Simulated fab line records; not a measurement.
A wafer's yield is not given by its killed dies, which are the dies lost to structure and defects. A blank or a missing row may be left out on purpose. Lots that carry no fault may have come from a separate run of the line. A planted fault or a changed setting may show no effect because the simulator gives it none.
Comparing a struck lot with a sound one :: flow gf180mcu :: 15 steps out of a route of 602
Sound: the wafers L278.1, L278.3, L278.4. The struck wafers were L271.2, L271.3, L271.5. The cause is given at the end.
Order at every step that has rows: each side's tool, ch and its chambers, its first start. Under that, the readings that differ: sound wafers :: struck wafers :: difference of the means :: sigmas: that difference in standard deviations of wafers without a fault.
alike: a reading whose means differ by less than 2 such deviations, as well as words and numbers matching on both sides. not compared: withheld readings; readings where some wafer has no value; bounds like >300 that might hide an equal value; numbers whose values overlap and for which the record gives no deviation.
A row with sigmas, a row that says differs or no value, or rows on one side alone: a step with any of these is where the two part. Non-overlapping numbers with no deviation appear without sigmas and do not part them. Lack of a reading on every wafer of one side parts them only where that side has two or more wafers.

first, 3 steps without rows for these wafers: GF_V2_EXPOSE_11 (exposes mask Via2, target cd 260 nm); GF_V2_PEB_12 (peb time 90 s); GF_V2_DEVELOP_13 (develop time 60 s).
GF_V2_CD_MEAS_14 targets a cd of 260 nm.
  sound on cdSem-02 at day 27 01:35; struck on cdSem-01 at day 24 21:21
  alike: cdNm
GF_V2_OVL_MEAS_15:
  sound on overlay-02 at day 27 01:42; struck on overlay-01 at day 24 21:28
reading: V2_OVL (nm)
sound: -8 -6 -9
struck: 6 -1 2
difference: +10
sigmas: +2
GF_V2_ETCH_16: etches BARC in N2/H2.
  sound on rieDiel-01 ch 0,2,3, day 27 01:44; struck on rieDiel-04 ch 0,3, day 24 21:29
  alike: drypumpMotorCurrentA, n2FlowSccm, oesProductAu, rfFwdPowerW, throttleValvePct
GF_V2_ETCH_17: etches SiO2 in C4F8/O2/Ar, stops on TiN, target depth 630 nm.
  sound on rieDiel-01 ch 0,2,3; struck on rieDiel-04 ch 0,3
  alike: oesProductAu, rfFwdPowerW
GF_V2_STRIP_18: strips in O2/N2.
  sound on plasmaAsher-03 ch 0,1, day 27 01:52; struck on plasmaAsher-04 ch 0, day 24 21:37
  alike: drypumpMotorCurrentA, heaterPowerW, n2FlowSccm, oesProductAu
  not compared: rfHoursCounterH
then, 2 steps without rows for these wafers: GF_V2_STRIP_19 (strips in post etch residue remover, time 1200 s); GF_V2_CLEAN_20 (cleans in DIW).
GF_V2_SPUTTER_21: material Ti, target thk 15 nm, time 80.02 s.
  sound on pvdSputter-03 at day 27 02:24; struck on pvdSputter-01 at day 24 22:33
  alike: throttleValvePct
GF_V2_SPUTTER_22: material TiN, target thk 10 nm, time 40 s.
  sound on pvdSputter-03 at day 27 02:28; struck on pvdSputter-01 at day 24 22:37
  alike: throttleValvePct
GF_V2_CVD_23: deposits W, target thk 350 nm, time 104.94 s.
  sound on cvdW-02 ch 0,1, day 27 02:30; struck on cvdW-02 ch 0, day 24 22:39
reading: model.W_of_V2_CVD_23.thkNm (nm)
sound: 355.3 352 349.8
struck: 205.1 202.2 203.9
difference: -148.6
sigmas: 
  alike: heaterPowerOuterW, heaterPowerW
GF_V2_RS_MEAS_24: the measuring method here is four-point-probe.
  sound on filmMetro-04 at day 27 02:37; struck on filmMetro-04 at day 24 23:04
reading: V2_W_RS (ohm/sq)
sound: 0.322 0.325 0.328
struck: 0.564 0.570 0.565
difference: +0.241
sigmas: +73
  not compared: hold
after that, 1 step had no rows for these wafers: GF_PASSIVATION_PROBE_99.

## WHERE THEY PART
First at GF_V2_OVL_MEAS_15; last, within this record, at GF_V2_RS_MEAS_24.

WHY: whatever the simulator had introduced
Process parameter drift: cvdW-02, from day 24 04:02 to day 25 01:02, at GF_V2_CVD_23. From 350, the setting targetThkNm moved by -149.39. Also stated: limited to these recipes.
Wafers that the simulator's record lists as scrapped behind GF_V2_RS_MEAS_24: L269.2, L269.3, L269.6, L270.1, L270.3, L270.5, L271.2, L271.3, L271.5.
